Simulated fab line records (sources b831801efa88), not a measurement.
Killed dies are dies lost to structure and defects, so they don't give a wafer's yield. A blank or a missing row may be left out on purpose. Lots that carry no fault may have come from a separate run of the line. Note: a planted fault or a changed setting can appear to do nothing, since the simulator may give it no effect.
Comparing a struck lot with a sound one || flow sky130 || 15 steps out of a route of 708
Sound: wafers L742.4, L742.5, L742.6. Struck: wafers L747.1, L747.2, L747.3. The cause is named last.
At each step with rows: each side's tool, then ch and its chambers, then its first start. Under that, the readings that differ: sound wafers || struck wafers || difference of the means || sigmas: that difference in standard deviations of wafers without a fault.
alike: same words and numbers on both sides, and readings whose means sit less than 2 such deviations apart. not compared: any withheld reading, any reading some wafer has no value for, any bound like >300 that may hide the same value, and any number with overlapping values for which the record gives no deviation.
Wherever a step has rows on one side only, a row that says differs or no value, or a row with sigmas, the two part there. Non-overlapping numbers with no deviation appear without sigmas and do not part them. Lack of a reading on every wafer of one side parts them only where that side has two or more wafers.

first, 1 step without rows for these wafers: SKY_PWDE_IMPLANT_08.
SKY_PWDE_STRIP_09: strips in O2/N2.
  sound on plasma asher-03 ch 0,1, day 6 21:28; struck on plasma asher-02 ch 0,1, day 7 21:43
  alike: drypump motor current A, oes product au, strip time to endpoint s
  not compared: rf hours counter h
SKY_PWDE_TW_MEAS_10:
  sound: film metro-04 at day 6 21:33; struck: film metro-01 at day 7 21:49
  alike: PWDE_TW
then, 7 steps without rows for these wafers: SKY_NWELL_DEHYDRATE_03 (time 60 s); SKY_NWELL_HMDS_04 (prime time 60 s); SKY_NWELL_COAT_05 (resist thk 3000 nm); SKY_NWELL_SOFTBAKE_06; SKY_NWELL_EXPOSE_07 (exposes mask NWM, target cd 840 nm); SKY_NWELL_PEB_08; SKY_NWELL_DEVELOP_09 (develop time 60 s).
SKY_NWELL_OVL_MEAS_10:
  sound: overlay-02 at day 7 16:58; struck: overlay-01 at day 8 18:11
  alike: NWELL_00_OVL
after that, 1 step had no rows for these wafers: SKY_NWELL_IMPLANT_11.
SKY_NWELL_IMPLANT_12:
  sound on implanter-04 ch 0, day 7 17:12; struck on implanter-01 ch 0, day 8 18:22
{"reading": "implant ion amu", "sound": "31 31 31", "struck": "75 75 75", "difference": "+44", "sigmas": ""}
{"reading": "model.implant.rp nm (nm)", "sound": "145 145 145", "struck": "68.16 68.16 68.16", "difference": -76.84, "sigmas": ""}
  alike: beam energy keV, beam on s, dose ions cm2
after that, 1 step had no rows for these wafers: SKY_NWELL_IMPLANT_13.
-- the record jumps here: 43 days lie between the struck wafers' starts before and after (it left off in module NWELL and takes up again in module PAD_OPEN, whose first step shown is number 708 of the route) --
SKY_PAD_OPEN_PROBE_99:
  sound: prober-02 at day 51 10:10; struck: prober-01 at day 51 13:52
{"reading": "model.etest.nfet_16v.r on ohm um", "sound": "1.447e+04 1.435e+04 1.443e+04", "struck": "1.303e+04 1.293e+04 1.293e+04", "difference": -1.453e+03, "sigmas": ""}
{"reading": "model.etest.tip p.rs ohm sq", "sound": "6744 6828 6798", "struck": "7513 7492 7510", "difference": "+715", "sigmas": ""}
{"reading": "model.etest.pfet g5v0d10v5.r on ohm um", "sound": "4926 4754 4827", "struck": "5371 5375 5208", "difference": "+482", "sigmas": ""}
{"reading": "model.etest.pfet_16v.r on ohm um", "sound": "1.53e+04 1.518e+04 1.529e+04", "struck": "1.582e+04 1.557e+04 1.572e+04", "difference": "+4.467e+02", "sigmas": ""}
{"reading": "model.etest.pfet_01v8.r on ohm um", "sound": "2912 2866 2879", "struck": "3169 3206 3014", "difference": "+244", "sigmas": ""}
{"reading": "model.etest.tip_p_5v.rs ohm sq", "sound": "2847 2830 2840", "struck": "2949 2948 2941", "difference": "+107", "sigmas": ""}
{"reading": "model.etest.pfet g5v0d10v5.drive ua um", "sound": "332.2 342.5 334.6", "struck": "303.5 300.4 313.4", "difference": -30.7, "sigmas": ""}
{"reading": "model.etest.pfet_01v8_lvt.drive ua um", "sound": "174.1 175.5 174.1", "struck": "135.5 134.3 140.6", "difference": -37.8, "sigmas": ""}
  alike: killed_at_M0_to_M3, killed_at_M4_up, killed at contacts, killed at front end, killed at other, killed dies, killed open, killed short

WHERE THEY PART
Nowhere in this record.

WHY: what had been put in by the simulator
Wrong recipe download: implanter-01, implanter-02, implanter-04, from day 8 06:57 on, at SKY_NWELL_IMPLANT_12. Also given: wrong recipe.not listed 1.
